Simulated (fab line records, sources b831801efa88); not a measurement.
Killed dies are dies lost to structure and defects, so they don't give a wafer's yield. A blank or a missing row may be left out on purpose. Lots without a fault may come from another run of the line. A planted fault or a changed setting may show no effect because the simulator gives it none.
Which tool did it? | flow gf180mcu | 14 lots, 42 wafers sampled, at 3 steps of a route of 602

WHAT THE GAUGES READ, wafer by wafer
GF_HV_LDD_CD_MEAS_46: target cd 400 nm.
lot  | measured     | on        | cd_nm (nm)
L308 | day 12 18:52 | cd_sem-01 | 399.5 399.4 399.3
L309 | day 13 01:38 | cd_sem-02 | 398.8 401.4 399.9
L310 | day 13 02:33 | cd_sem-01 | 399.5 399.0 398.1
L311 | day 14 03:34 | cd_sem-01 | 399.7 401.8 401.5
L314 | day 15 06:41 | cd_sem-01 | 403.0 403.2 400.6
L315 | day 15 14:19 | cd_sem-02 | 401.3 400.0 400.5
L316 | day 15 19:03 | cd_sem-02 | 403.8 401.8 402.7
L318 | day 16 12:01 | cd_sem-02 | 403.1 402.5 402.5
L320 | day 16 20:14 | cd_sem-01 | 402.7 401.7 403.0
L322 | day 17 10:50 | cd_sem-01 | 402.4 402.5 402.4
L321 | day 17 12:44 | cd_sem-01 | 400.6 402.0 403.6
L324 | day 18 02:11 | cd_sem-02 | 399.0 398.1 398.7
L329 | day 19 13:39 | cd_sem-01 | 400.1 400.2 396.9
L330 | day 19 21:47 | cd_sem-01 | 396.9 398.1 398.3

GF_SAB_CD_MEAS_09: target cd 420 nm.
lot  | measured     | on        | cd_nm (nm)
L308 | day 15 13:29 | cd_sem-01 | 420.7 421.5 420.6
L309 | day 15 22:44 | cd_sem-01 | 420.4 419.5 418.0
L310 | day 15 23:31 | cd_sem-02 | 417.3 419.3 418.2
L311 | day 16 23:25 | cd_sem-02 | 419.3 418.7 418.9
L314 | day 18 05:43 | cd_sem-02 | 419.2 419.6 418.8
L315 | day 18 14:08 | cd_sem-02 | 417.1 417.6 416.5
L316 | day 18 18:41 | cd_sem-02 | 423.3 424.9 425.4
L318 | day 19 12:50 | cd_sem-02 | 417.0 418.6 417.9
L320 | day 19 20:47 | cd_sem-01 | 421.1 418.4 421.0
L322 | day 20 13:11 | cd_sem-01 | 422.2 418.3 421.9
L321 | day 20 15:49 | cd_sem-01 | 422.8 423.3 426.3
L324 | day 21 06:31 | cd_sem-02 | 415.8 414.1 415.9
L329 | day 22 17:19 | cd_sem-01 | 422.9 421.5 423.0
L330 | day 23 02:02 | cd_sem-01 | 418.8 419.2 417.6

WHICH TOOL RAN EACH LOT (tool, then ch and the chambers of the sampled wafers, then the start)
lot  | GF_PSD_CLEAN_12
L308 | wet_bench-04 ch 3, day 14 16:10
L309 | wet_bench-04 ch 0, day 15 01:18
L310 | wet_bench-03 ch 0, day 15 01:29
L311 | wet_bench-03 ch 3, day 16 01:32
L314 | wet_bench-02 ch 0, day 17 07:00
L315 | wet_bench-03 ch 0, day 17 14:30
L316 | wet_bench-03 ch 3, day 17 19:21
L318 | wet_bench-02 ch 0, day 18 14:21
L320 | wet_bench-04 ch 1, day 18 20:59
L322 | wet_bench-02 ch 2, day 19 13:00
L321 | wet_bench-03 ch 0, day 19 15:16
L324 | wet_bench-03 ch 1, day 20 05:48
L329 | wet_bench-03 ch 0, day 21 17:42
L330 | wet_bench-03 ch 2, day 22 02:22
- GF_PSD_CLEAN_12: cleans in SC1/SC2, time 150 s.

WHAT THE TOOLS THEMSELVES READ (means of the sampled wafers that have a number; where no wafer has one, the mark that the record gives instead)
GF_PSD_CLEAN_12.
lot  | tool         | bath_guard_temp_C (C) | bath_heat_duty_pct (%)
L308 | wet_bench-04 | 70.3                  | 14.8
L309 | wet_bench-04 | 69.8                  | 14.5
L310 | wet_bench-03 | 69.5                  | 15.2
L311 | wet_bench-03 | 70.0                  | 11.8
L314 | wet_bench-02 | 69.9                  | 13.0
L315 | wet_bench-03 | 69.6                  | 14.6
L316 | wet_bench-03 | 69.9                  | 12.4
L318 | wet_bench-02 | 70.2                  | 13.3
L320 | wet_bench-04 | -                     | -
L322 | wet_bench-02 | -                     | -
L321 | wet_bench-03 | 69.8                  | 15.6
L324 | wet_bench-03 | 69.3                  | 15.7
L329 | wet_bench-03 | 69.6                  | 15.2
L330 | wet_bench-03 | 69.5                  | 12.7

THE ANSWER, worked out from the rows above alone
Rule: what is usual is taken from the lots themselves. Put in order of their means at a reading, lots are off if they are a third of the lots or fewer, leave a main group of 4 or more, and stand apart from it by a gap of 3 or more times the standard deviation of the main group's means; of several such gaps the widest counts. A main group whose means are all the same, to the digits that the tables above print for the reading, isn't used. A lot without any number at a reading at which 4 lots or more have one is off too. The other lots that the step has rows for count as sound. The gauges are gone through in route order, then the tools' own readings, and for those a lot's mean is taken as printed above. The first step at which some lot is off is used, and at that step the reading that is off furthest; a lot without a number counts as furthest.
Off: L320, L322, at GF_PSD_CLEAN_12 (bath_guard_temp_C). Without a number there: L320, L322. The main group: mean 69.8 C, standard deviation 0.29.
A tool fits if, at that step or a process step before it, it ran every lot that is off, and no sound lot after the first of them. None of those tried fits.

WHAT THE SIMULATOR HAD PUT IN
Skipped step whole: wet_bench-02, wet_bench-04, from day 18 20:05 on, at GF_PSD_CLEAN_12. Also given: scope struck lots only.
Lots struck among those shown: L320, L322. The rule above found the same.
